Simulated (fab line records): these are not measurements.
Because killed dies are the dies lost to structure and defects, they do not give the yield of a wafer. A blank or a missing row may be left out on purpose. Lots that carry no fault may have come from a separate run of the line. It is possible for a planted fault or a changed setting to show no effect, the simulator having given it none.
A struck lot beside a sound one :: flow sky130 :: 15 steps out of a route of 708
Sound: these wafers, L722.1, L722.3, L722.4. Struck: wafers L708.4, L708.6. The cause is given at the end.
Order at every step that has rows: each side's tool, ch and its chambers, its first start. Under that, the readings that differ: sound wafers :: struck wafers :: difference of the means :: sigmas: that difference in standard deviations of wafers without a fault.
alike: readings whose means differ by less than 2 such deviations, and words and numbers that are the same on both sides. not compared: withheld readings, readings that some wafer has no value for, bounds like >300 that may hide the same value, and numbers for which the record gives no deviation and whose values overlap.
The two part at a step that has a row with sigmas, a row that says differs or no value, or rows on one side only. Non-overlapping numbers with no deviation appear without sigmas and do not part them. A reading missing from all wafers of one side parts the sides only when that side holds two or more wafers.

SKY_FIELD_ISO_ETCH_15: etches the open film in CHF3/O2, stops on Si, target depth 180 nm, time 72 s.
  sound on rie-diel-04 ch 1,2,3, day 6 11:28; struck on rie-diel-02 ch 0, day 3 09:07
  alike: bias-w, drypump-motor-current-A, oes-product-au, throttle-valve-pct
  not compared: rf-hours-counter-h
SKY_FIELD_ISO_STRIP_16: strips in O2/N2.
  sound on plasma-asher-02 ch 0,1, day 6 11:31; struck on plasma-asher-02 ch 1, day 3 09:12
  alike: drypump-motor-current-A, oes-product-au, strip-time-to-endpoint-s
  not compared: rf-hours-counter-h
SKY_FIELD_ISO_ETCH_17: etches Si in HBr/Cl2/O2, target depth 342 nm, time 97.7 s.
  sound on rie-si-02 ch 0,2,3, day 6 11:37; struck on rie-si-01 ch 0,1, day 3 09:16
  alike: bias-w, drypump-motor-current-A, oes-product-au, throttle-valve-pct
  not compared: rf-hours-counter-h
then, 5 steps without rows for these wafers: SKY_FIELD_ISO_WET_ETCH_18 (etches Si3N4 in H3PO4, target depth 25 nm, time 286 s); SKY_FIELD_ISO_CLEAN_19 (cleans in SC1/SC2, time 150 s); SKY_FIELD_ISO_CLEAN_20 (cleans in dHF, time 20 s); SKY_FIELD_ISO_WET_ETCH_21 (etches SiO2 in dHF, target depth 20 nm, time 400 s); SKY_FIELD_ISO_OXIDATION_22 (stabilise 600 s, purge 300 s, target thk 10 nm).
SKY_FIELD_ISO_THK_MEAS_23:
  sound on film-metro-02, day 6 13:10; struck on film-metro-02, day 3 14:34
  alike: FIELD_ISO_OXIDATION_01_THK
then, 1 step without rows for these wafers: SKY_FIELD_ISO_CVD_24 (deposits SiO2, target thk 595 nm, time 99.2 s).
SKY_FIELD_ISO_THK_MEAS_25:
  sound on film-metro-01, day 6 13:18; struck on film-metro-01, day 3 14:42
  alike: FIELD_ISO_CVD_24_THK
then, 1 step without rows for these wafers: SKY_FIELD_ISO_ANNEAL_26 (time 1800 s).
SKY_FIELD_ISO_CMP_27: polishes, stops on Si3N4, t overpolish 16 s, target thk 457.8 nm.
  sound on cmp-02 ch 0,1,3, day 6 16:04; struck on cmp-02 ch 2, day 3 18:29
reading: time-to-endpoint-s (s)
sound: 108 110 109
struck: 60 61
difference: -48
sigmas: -13
  alike: motor-current-A, overpolish-run-s, platen-rpm
then, 1 step without rows for these wafers: SKY_FIELD_ISO_WET_ETCH_28 (etches SiO2 in dHF, target depth 23.7 nm, time 47 s).
-- here the record skips 44 days between the struck wafers' starts before and after, leaving off in module FIELD_ISO and picking up in module PAD_OPEN (first step shown: number 708 of the route) --
SKY_PAD_OPEN_PROBE_99:
  sound on prober-01, day 50 09:19; struck on prober-02, day 47 09:53
  alike: killed_at_M0_to_M3, killed_at_M4_up, killed-at-contacts, killed-at-front-end, killed-at-other, killed-dies, killed-open, killed-short

WHERE THEY PART
Within this record, at SKY_FIELD_ISO_CMP_27 only. Later steps at which nothing parts them and some readings are alike: SKY_PAD_OPEN_PROBE_99.

WHY: what had been put in by the simulator
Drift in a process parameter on cmp-02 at SKY_FIELD_ISO_CMP_27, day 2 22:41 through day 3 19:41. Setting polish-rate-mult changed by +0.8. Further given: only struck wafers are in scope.
